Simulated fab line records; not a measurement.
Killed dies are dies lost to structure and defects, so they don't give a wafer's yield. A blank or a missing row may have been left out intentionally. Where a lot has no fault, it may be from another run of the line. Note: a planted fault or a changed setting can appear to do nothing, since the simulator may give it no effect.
Which tool did it? + flow gf180mcu + 6 lots with 18 wafers sampled at 4 steps, on a route of 602 steps

## WHAT EACH GAUGE READ, for each wafer
GF_MIM_THK_MEAS_06.
| lot  | measured     | on           | MIM_CVD_05_THK (nm) |
|------|--------------|--------------|---------------------|
| L714 | day 24 20:45 | filmMetro-04 | 40.9 43.1 41.6      |
| L715 | day 26 02:36 | filmMetro-01 | 42.3 41.4 41.6      |
| L718 | day 27 03:04 | filmMetro-02 | 40.7 41.6 41.7      |
| L725 | day 28 20:38 | filmMetro-04 | 42.5 47.0 42.6      |
| L729 | day 29 19:37 | filmMetro-04 | 40.9 41.2 40.6      |
| L734 | day 31 02:18 | filmMetro-02 | 42.1 43.1 42.5      |

## TOOL THAT RAN EACH LOT (tool first, then ch and the chambers of the sampled wafers, then the start)
| lot  | GF_V4_CVD_23                 | GF_MIM_SPUTTER_02           | GF_MIM_CVD_05                   |
|------|------------------------------|-----------------------------|---------------------------------|
| L714 | cvdW-02 ch 0,1, day 24 19:49 | pvdSputter-02, day 24 20:37 | pecvd-04 ch 0,2, day 24 20:42   |
| L715 | cvdW-01 ch 1, day 26 01:43   | pvdSputter-01, day 26 02:27 | pecvd-03 ch 0,1,2, day 26 02:33 |
| L718 | cvdW-01 ch 0,1, day 27 02:13 | pvdSputter-03, day 27 02:56 | pecvd-03 ch 0,1,2, day 27 03:02 |
| L725 | cvdW-01 ch 0,1, day 28 19:45 | pvdSputter-02, day 28 20:28 | pecvd-03 ch 0,1,2, day 28 20:35 |
| L729 | cvdW-01 ch 0,1, day 29 18:46 | pvdSputter-03, day 29 19:30 | pecvd-02 ch 0,1,2, day 29 19:35 |
| L734 | cvdW-02 ch 0,1, day 31 01:26 | pvdSputter-03, day 31 02:10 | pecvd-04 ch 1,2, day 31 02:16   |
- GF_V4_CVD_23: deposits W, target thk 350 nm, time 104.9 s.
- GF_MIM_SPUTTER_02: material AlCu, target thk 450 nm, time 23.9 s.
- GF_MIM_CVD_05: deposits Si3N4, target thk 42 nm, time 29.086 s.

## THE ANSWER, worked out from the rows above alone
Rule: usual is defined by the lots themselves. The widest of any qualifying gaps counts: lots, ordered by their means at a reading, are off when they make up no more than a third of the lots, leave a main group of 4 or more, and stand apart from it by 3 or more times the standard deviation of that group's means. Not used: any main group whose means are identical at the precision the tables above print for the reading. A lot without any number at a reading at which 4 lots or more have one is off too. The other lots that the step has rows for count as sound.
No lot is off at any reading shown: from this, nothing can be told.

## WHAT HAD BEEN PUT IN BY THE SIMULATOR
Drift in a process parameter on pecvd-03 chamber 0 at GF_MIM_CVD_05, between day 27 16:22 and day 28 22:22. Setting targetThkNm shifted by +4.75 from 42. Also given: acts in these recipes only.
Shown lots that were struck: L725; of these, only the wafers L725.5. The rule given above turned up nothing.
